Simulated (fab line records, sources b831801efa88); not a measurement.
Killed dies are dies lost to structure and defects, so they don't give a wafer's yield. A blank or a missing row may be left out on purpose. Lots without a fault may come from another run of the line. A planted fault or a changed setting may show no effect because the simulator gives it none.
Which tool did it? | flow sky130 | 6 lots, 18 wafers sampled, at 3 steps of a route of 708

WHAT THE GAUGES READ, wafer by wafer
SKY_CONTACT_THK_MEAS_01.
lot  | measured     | on            | CONTACT_CVD_00_THK (nm)
L902 | day 31 23:41 | film_metro-02 | 74.5 75.7 75.6
L909 | day 34 02:33 | film_metro-01 | 74.7 75.2 76.6
L911 | day 34 13:32 | film_metro-01 | 73.4 74.1 74.7
L914 | day 35 11:27 | film_metro-01 | 146.9 148.0 150.6
L917 | day 36 06:34 | film_metro-04 | 74.4 74.7 75.1
L922 | day 37 21:04 | film_metro-02 | 73.7 75.1 74.0

WHICH TOOL RAN EACH LOT (tool, then ch and the chambers of the sampled wafers, then the start)
lot  | SKY_LI_CONTACT_CMP_24         | SKY_CONTACT_CVD_00
L902 | cmp-02 ch 1,2, day 30 18:19   | pecvd-03 ch 1,2, day 31 23:38
L909 | cmp-02 ch 1,2,3, day 32 22:47 | pecvd-04 ch 0,2, day 34 02:31
L911 | cmp-01 ch 1,2,3, day 33 09:46 | pecvd-03 ch 0,2, day 34 13:29
L914 | cmp-02 ch 1,2,3, day 34 07:11 | pecvd-02 ch 0,1, day 35 11:00
L917 | cmp-02 ch 0,1,3, day 35 03:19 | pecvd-04 ch 0,2, day 36 06:31
L922 | cmp-02 ch 0,1, day 36 17:14   | pecvd-04 ch 0,1, day 37 21:01
- SKY_LI_CONTACT_CMP_24: polishes, stops on PSG, t overpolish 20 s, target thk 0 nm.
- SKY_CONTACT_CVD_00: deposits Si3N4, target thk 75 nm.

THE ANSWER, worked out from the rows above alone
Rule: what is usual is taken from the lots themselves. Put in order of their means at a reading, lots are off if they are a third of the lots or fewer, leave a main group of 4 or more, and stand apart from it by a gap of 3 or more times the standard deviation of the main group's means; of several such gaps the widest counts. A main group whose means are all the same, to the digits that the tables above print for the reading, isn't used. A lot without any number at a reading at which 4 lots or more have one is off too. The other lots that the step has rows for count as sound.
Off: L914, at SKY_CONTACT_THK_MEAS_01 (CONTACT_CVD_00_THK). The main group: mean 74.8 nm, standard deviation 0.55.
A tool fits if, at a process step before that reading, it ran every lot that is off, and no sound lot after the first of them. The gauges at SKY_CONTACT_THK_MEAS_01 are tried like those tools. Can't be told from this: 2 tools fit, pecvd-02 at SKY_CONTACT_CVD_00, film_metro-01 at SKY_CONTACT_THK_MEAS_01.

WHAT THE SIMULATOR HAD PUT IN
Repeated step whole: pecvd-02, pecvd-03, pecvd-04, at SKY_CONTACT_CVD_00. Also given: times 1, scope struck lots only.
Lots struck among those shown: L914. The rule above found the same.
